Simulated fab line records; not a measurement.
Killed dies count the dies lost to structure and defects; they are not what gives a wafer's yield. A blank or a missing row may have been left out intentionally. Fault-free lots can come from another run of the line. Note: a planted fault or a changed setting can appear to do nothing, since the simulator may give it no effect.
The tool behind it: which one? + flow sfqLine + Sampling: 7 lots, 21 wafers, 3 of 325 route steps

## WHAT THE GAUGES READ, wafer by wafer
SFQ_I3_OVL_MEAS_923.
| lot  | measured     | on         | I3_OVL (nm) |
|------|--------------|------------|-------------|
| L838 | day 38 02:04 | overlay-02 | 2 4 8       |
| L843 | day 46 10:46 | overlay-02 | 2 0 -4      |
| L848 | day 52 05:02 | overlay-02 | -6 -2 -9    |
| L851 | day 52 18:14 | overlay-02 | 1 0 -6      |
| L853 | day 53 04:08 | overlay-02 | -2 10 5     |
| L855 | day 54 07:44 | overlay-01 | 3 -1 5      |
| L857 | day 55 03:03 | overlay-02 | 1 4 8       |

## WHICH TOOL RAN EACH LOT (tool, then ch and the chambers of the sampled wafers, then the start)
| lot  | SFQ_TRILAYER_I3_DEP_PECVD_081   | SFQ_TRILAYER_I3_CMP_CMP_082   |
|------|---------------------------------|-------------------------------|
| L838 | pecvd-04 ch 0,1,2, day 32 07:57 | cmp-01 ch 1,2,3, day 32 10:47 |
| L843 | pecvd-01 ch 0,1,2, day 44 05:51 | cmp-02 ch 1,2, day 46 03:21   |
| L848 | pecvd-01 ch 0,1,2, day 45 22:41 | cmp-02 ch 1,2,3, day 47 11:21 |
| L851 | pecvd-04 ch 0,2, day 46 22:40   | cmp-02 ch 0,1, day 47 22:51   |
| L853 | pecvd-04 ch 0,1, day 47 10:39   | cmp-01 ch 0,1,3, day 48 06:50 |
| L855 | pecvd-04 ch 0,1,2, day 48 17:23 | cmp-01 ch 0,1,2, day 49 06:50 |
| L857 | pecvd-04 ch 0,2, day 49 09:35   | cmp-02 ch 0,1,3, day 49 19:21 |
- SFQ_TRILAYER_I3_DEP_PECVD_081: deposits SiO2 from SiH4/N2O, time 111.11 s, target thk 500 nm.
- SFQ_TRILAYER_I3_CMP_CMP_082: polishes SiO2.

## THE ANSWER, worked out from the rows above alone
Rule: what is usual is taken from the lots themselves. The widest of any qualifying gaps counts: lots, ordered by their means at a reading, are off when they make up no more than a third of the lots, leave a main group of 4 or more, and stand apart from it by 3 or more times the standard deviation of that group's means. A main group is skipped when, at the precision printed for the reading in the tables above, its means are all equal. A lot without any number at a reading at which 4 lots or more have one is off too. The other lots that the step has rows for count as sound.
No lot is off at any reading shown: from this, nothing can be told.

## WHAT THE SIMULATOR PUT IN
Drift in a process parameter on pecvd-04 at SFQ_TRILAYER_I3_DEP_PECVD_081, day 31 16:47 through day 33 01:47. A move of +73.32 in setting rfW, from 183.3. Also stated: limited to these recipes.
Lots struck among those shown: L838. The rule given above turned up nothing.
